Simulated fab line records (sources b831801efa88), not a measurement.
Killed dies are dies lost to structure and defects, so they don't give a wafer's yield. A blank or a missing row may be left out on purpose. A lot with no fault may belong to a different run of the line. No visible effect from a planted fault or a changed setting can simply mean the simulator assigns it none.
Which tool is to blame? / flow sky130 / Sampling: 11 lots, 33 wafers, 5 of 708 route steps

## WHAT THE GAUGES READ, wafer by wafer
SKY_CONTACT_CD_MEAS_14: target cd 170 nm. Usual: 169.6 nm for cd-nm, sd 1.9.
lot=L665; measured=day 32 04:27; on=cd-sem-02; cd-nm (nm)=167.2 167.5 166.3; flag=
lot=L666; measured=day 33 03:18; on=cd-sem-01; cd-nm (nm)=168.9 169.7 170.2; flag=
lot=L667; measured=day 33 05:41; on=cd-sem-01; cd-nm (nm)=167.8 166.4 169.0; flag=
lot=L675; measured=day 35 20:22; on=cd-sem-02; cd-nm (nm)=167.9 168.3 169.4; flag=
lot=L676; measured=day 35 20:49; on=cd-sem-01; cd-nm (nm)=173.0 172.7 171.9; flag=
lot=L678; measured=day 36 14:04; on=cd-sem-01; cd-nm (nm)=172.1 169.4 170.2; flag=
lot=L679; measured=day 36 23:19; on=cd-sem-01; cd-nm (nm)=170.3 168.9 167.8; flag=
lot=L682; measured=day 37 22:49; on=cd-sem-02; cd-nm (nm)=167.7 167.4 167.6; flag=
lot=L683; measured=day 38 03:40; on=cd-sem-01; cd-nm (nm)=166.2 168.5 167.2; flag=
lot=L684; measured=day 38 08:12; on=cd-sem-02; cd-nm (nm)=168.7 168.5 167.4; flag=
lot=L685; measured=day 38 16:02; on=cd-sem-01; cd-nm (nm)=171.6 172.2 172.8; flag=

SKY_METAL1_RS_MEAS_05: a four-point-probe measurement. Usual: METAL1_ALCU_RS 0.1266 ohm/sq, standard deviation 0.0018.
lot=L665; measured=day 32 06:10; on=film-metro-03; METAL1_ALCU_RS (ohm/sq)=0.1274 0.1229 0.1261; flag=
lot=L666; measured=day 33 04:58; on=film-metro-02; METAL1_ALCU_RS (ohm/sq)=0.1256 0.1260 0.1271; flag=
lot=L667; measured=day 33 07:21; on=film-metro-03; METAL1_ALCU_RS (ohm/sq)=0.1294 0.1257 0.1263; flag=
lot=L675; measured=day 35 22:15; on=film-metro-02; METAL1_ALCU_RS (ohm/sq)=0.1247 0.1248 0.1242; flag=
lot=L676; measured=day 35 22:33; on=film-metro-01; METAL1_ALCU_RS (ohm/sq)=0.1271 0.1274 0.1233; flag=
lot=L678; measured=day 36 15:45; on=film-metro-03; METAL1_ALCU_RS (ohm/sq)=0.1271 0.1273 0.1281; flag=
lot=L679; measured=day 37 08:08; on=film-metro-03; METAL1_ALCU_RS (ohm/sq)=0.1270 0.1243 0.1251; flag=
lot=L682; measured=day 38 00:29; on=film-metro-03; METAL1_ALCU_RS (ohm/sq)=0.1266 0.1263 0.1262; flag=
lot=L683; measured=day 38 05:20; on=film-metro-02; METAL1_ALCU_RS (ohm/sq)=0.1275 0.1266 0.1261; flag=
lot=L684; measured=day 38 09:52; on=film-metro-03; METAL1_ALCU_RS (ohm/sq)=0.1255 0.1258 0.1264; flag=
lot=L685; measured=day 38 17:54; on=film-metro-02; METAL1_ALCU_RS (ohm/sq)=0.1274 0.1264 0.1284; flag=

## WHAT TOOL EACH LOT RAN ON (gives the tool, then ch and the chambers of the sampled wafers, and finally the start)
lot=L665; SKY_CONTACT_COAT_08=litho-track-03 ch 0, day 31 13:34; SKY_CONTACT_ETCH_16=rie-diel-01 ch 0,1,2, day 32 04:37; SKY_CONTACT_STRIP_19=plasma-asher-03 ch 0,1, day 32 04:44
lot=L666; SKY_CONTACT_COAT_08=litho-track-01 ch 0, day 32 13:31; SKY_CONTACT_ETCH_16=rie-diel-04 ch 0,2,3, day 33 03:25; SKY_CONTACT_STRIP_19=plasma-asher-01 ch 0,1, day 33 03:35
lot=L667; SKY_CONTACT_COAT_08=litho-track-01 ch 0, day 32 15:30; SKY_CONTACT_ETCH_16=rie-diel-04 ch 1,2, day 33 05:49; SKY_CONTACT_STRIP_19=plasma-asher-04 ch 0,1, day 33 05:57
lot=L675; SKY_CONTACT_COAT_08=litho-track-03 ch 0, day 35 06:25; SKY_CONTACT_ETCH_16=rie-diel-04 ch 0,2, day 35 20:31; SKY_CONTACT_STRIP_19=plasma-asher-01 ch 0,1, day 35 20:43
lot=L676; SKY_CONTACT_COAT_08=litho-track-01 ch 0, day 35 07:04; SKY_CONTACT_ETCH_16=rie-diel-01 ch 0,3, day 35 20:59; SKY_CONTACT_STRIP_19=plasma-asher-03 ch 0,1, day 35 21:07
lot=L678; SKY_CONTACT_COAT_08=litho-track-01 ch 0, day 36 00:10; SKY_CONTACT_ETCH_16=rie-diel-04 ch 0,1,3, day 36 14:14; SKY_CONTACT_STRIP_19=plasma-asher-03 ch 0,1, day 36 14:22
lot=L679; SKY_CONTACT_COAT_08=litho-track-03 ch 0, day 36 10:01; SKY_CONTACT_ETCH_16=rie-diel-03 ch 0,2, day 36 23:28; SKY_CONTACT_STRIP_19=plasma-asher-01 ch 0,1, day 37 06:40
lot=L682; SKY_CONTACT_COAT_08=litho-track-02 ch 0, day 37 09:14; SKY_CONTACT_ETCH_16=rie-diel-01 ch 0,2, day 37 22:58; SKY_CONTACT_STRIP_19=plasma-asher-04 ch 0,1, day 37 23:06
lot=L683; SKY_CONTACT_COAT_08=litho-track-02 ch 0, day 37 14:41; SKY_CONTACT_ETCH_16=rie-diel-04 ch 0,3, day 38 03:50; SKY_CONTACT_STRIP_19=plasma-asher-03 ch 1, day 38 03:58
lot=L684; SKY_CONTACT_COAT_08=litho-track-02 ch 0, day 37 19:17; SKY_CONTACT_ETCH_16=rie-diel-01 ch 0,1,2, day 38 08:19; SKY_CONTACT_STRIP_19=plasma-asher-03 ch 0,1, day 38 08:29
lot=L685; SKY_CONTACT_COAT_08=litho-track-03 ch 0, day 38 03:26; SKY_CONTACT_ETCH_16=rie-diel-03 ch 0,1,2, day 38 16:10; SKY_CONTACT_STRIP_19=plasma-asher-01 ch 0,1, day 38 16:18
- SKY_CONTACT_COAT_08: resist thk 60 nm.
- SKY_CONTACT_ETCH_16: etches BARC in N2/H2, stops on SiO2, time 45.9 s, target depth 60 nm.
- SKY_CONTACT_STRIP_19: strips in O2/N2.

## AS READ BY THE TOOLS THEMSELVES (means over the sampled wafers that have a number; for cases with no such wafer, the mark the record gives instead)
SKY_CONTACT_ETCH_16. Usual: chamber-pressure-mTorr 29.996 mTorr, standard deviation 0.026; drypump-motor-current-A 5.7 A, standard deviation 0.35; oes-product-au 0.855 a.u., standard deviation 0.0043; throttle-valve-pct 13.224 %, standard deviation 0.01.
lot=L665; tool=rie-diel-01; chamber-pressure-mTorr (mTorr)=29.984; drypump-motor-current-A (A)=5.7; oes-product-au (a.u.)=0.856; throttle-valve-pct (%)=13.236; flag=
lot=L666; tool=rie-diel-04; chamber-pressure-mTorr (mTorr)=29.998; drypump-motor-current-A (A)=6.0; oes-product-au (a.u.)=0.859; throttle-valve-pct (%)=13.221; flag=
lot=L667; tool=rie-diel-04; chamber-pressure-mTorr (mTorr)=29.996; drypump-motor-current-A (A)=5.6; oes-product-au (a.u.)=0.855; throttle-valve-pct (%)=13.223; flag=
lot=L675; tool=rie-diel-04; chamber-pressure-mTorr (mTorr)=30.007; drypump-motor-current-A (A)=5.8; oes-product-au (a.u.)=0.851; throttle-valve-pct (%)=13.218; flag=
lot=L676; tool=rie-diel-01; chamber-pressure-mTorr (mTorr)=29.986; drypump-motor-current-A (A)=5.4; oes-product-au (a.u.)=0.937; throttle-valve-pct (%)=13.229; flag=OFF
lot=L678; tool=rie-diel-04; chamber-pressure-mTorr (mTorr)=29.990; drypump-motor-current-A (A)=5.5; oes-product-au (a.u.)=0.898; throttle-valve-pct (%)=13.231; flag=OFF
lot=L679; tool=rie-diel-03; chamber-pressure-mTorr (mTorr)=29.975; drypump-motor-current-A (A)=5.4; oes-product-au (a.u.)=0.857; throttle-valve-pct (%)=13.227; flag=
lot=L682; tool=rie-diel-01; chamber-pressure-mTorr (mTorr)=30.010; drypump-motor-current-A (A)=5.7; oes-product-au (a.u.)=0.854; throttle-valve-pct (%)=13.221; flag=
lot=L683; tool=rie-diel-04; chamber-pressure-mTorr (mTorr)=29.978; drypump-motor-current-A (A)=5.7; oes-product-au (a.u.)=0.856; throttle-valve-pct (%)=13.223; flag=
lot=L684; tool=rie-diel-01; chamber-pressure-mTorr (mTorr)=29.974; drypump-motor-current-A (A)=5.8; oes-product-au (a.u.)=0.855; throttle-valve-pct (%)=13.222; flag=
lot=L685; tool=rie-diel-03; chamber-pressure-mTorr (mTorr)=29.979; drypump-motor-current-A (A)=5.5; oes-product-au (a.u.)=0.854; throttle-valve-pct (%)=13.227; flag=

SKY_CONTACT_STRIP_19. Usual: chamber-pressure-mTorr 1500.1 mTorr, standard deviation 1.5; drypump-motor-current-A 5.5 A, standard deviation 0.34; oes-product-au 0.380 a.u., standard deviation 0.0048; strip-time-to-endpoint-s 3.608 s, standard deviation 0.029.
lot=L665; tool=plasma-asher-03; chamber-pressure-mTorr (mTorr)=1499.6; drypump-motor-current-A (A)=5.0; oes-product-au (a.u.)=0.386; strip-time-to-endpoint-s (s)=3.613; flag=
lot=L666; tool=plasma-asher-01; chamber-pressure-mTorr (mTorr)=1501.1; drypump-motor-current-A (A)=5.6; oes-product-au (a.u.)=0.382; strip-time-to-endpoint-s (s)=3.590; flag=
lot=L667; tool=plasma-asher-04; chamber-pressure-mTorr (mTorr)=1499.3; drypump-motor-current-A (A)=5.8; oes-product-au (a.u.)=0.381; strip-time-to-endpoint-s (s)=3.574; flag=
lot=L675; tool=plasma-asher-01; chamber-pressure-mTorr (mTorr)=1500.0; drypump-motor-current-A (A)=5.6; oes-product-au (a.u.)=0.382; strip-time-to-endpoint-s (s)=3.618; flag=
lot=L676; tool=plasma-asher-03; chamber-pressure-mTorr (mTorr)=1500.6; drypump-motor-current-A (A)=5.1; oes-product-au (a.u.)=0.386; strip-time-to-endpoint-s (s)=3.742; flag=OFF
lot=L678; tool=plasma-asher-03; chamber-pressure-mTorr (mTorr)=1500.0; drypump-motor-current-A (A)=5.1; oes-product-au (a.u.)=0.380; strip-time-to-endpoint-s (s)=3.660; flag=
lot=L679; tool=plasma-asher-01; chamber-pressure-mTorr (mTorr)=1498.8; drypump-motor-current-A (A)=5.7; oes-product-au (a.u.)=0.382; strip-time-to-endpoint-s (s)=3.610; flag=
lot=L682; tool=plasma-asher-04; chamber-pressure-mTorr (mTorr)=1500.2; drypump-motor-current-A (A)=5.8; oes-product-au (a.u.)=0.378; strip-time-to-endpoint-s (s)=3.611; flag=
lot=L683; tool=plasma-asher-03; chamber-pressure-mTorr (mTorr)=1500.0; drypump-motor-current-A (A)=5.1; oes-product-au (a.u.)=0.378; strip-time-to-endpoint-s (s)=3.663; flag=
lot=L684; tool=plasma-asher-03; chamber-pressure-mTorr (mTorr)=1500.5; drypump-motor-current-A (A)=5.0; oes-product-au (a.u.)=0.381; strip-time-to-endpoint-s (s)=3.633; flag=
lot=L685; tool=plasma-asher-01; chamber-pressure-mTorr (mTorr)=1501.5; drypump-motor-current-A (A)=5.6; oes-product-au (a.u.)=0.380; strip-time-to-endpoint-s (s)=3.631; flag=

## THE ANSWER, worked out from the rows above alone
Rule: take the mean of a lot's wafers that have a number; if it is more than 3 standard deviations from the usual mean, the lot is off. A lot without any number at a reading at which 4 lots or more have one is off too. The other lots that the step has rows for count as sound. After the gauges, taken in route order, come the tools' own readings; for these a lot's mean is taken, as printed above. The first step at which some lot is off is used, and at that step the reading that is off furthest; a lot without a number counts as furthest.
Off: L676, L678 (SKY_CONTACT_ETCH_16, oes-product-au).
A tool fits if, at that step or a process step before it, it ran every lot that is off, and no sound lot after the first of them. One candidate fits, namely litho-track-01 at SKY_CONTACT_COAT_08. A fault onset in the window from L667 (day 32 15:30, its last sound lot) to L676 (day 35 07:04, its first lot off) fits.

## WHAT THE SIMULATOR HAD PUT IN
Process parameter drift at SKY_CONTACT_COAT_08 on litho-track-01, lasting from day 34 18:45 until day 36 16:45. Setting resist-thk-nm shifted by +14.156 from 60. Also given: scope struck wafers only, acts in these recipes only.
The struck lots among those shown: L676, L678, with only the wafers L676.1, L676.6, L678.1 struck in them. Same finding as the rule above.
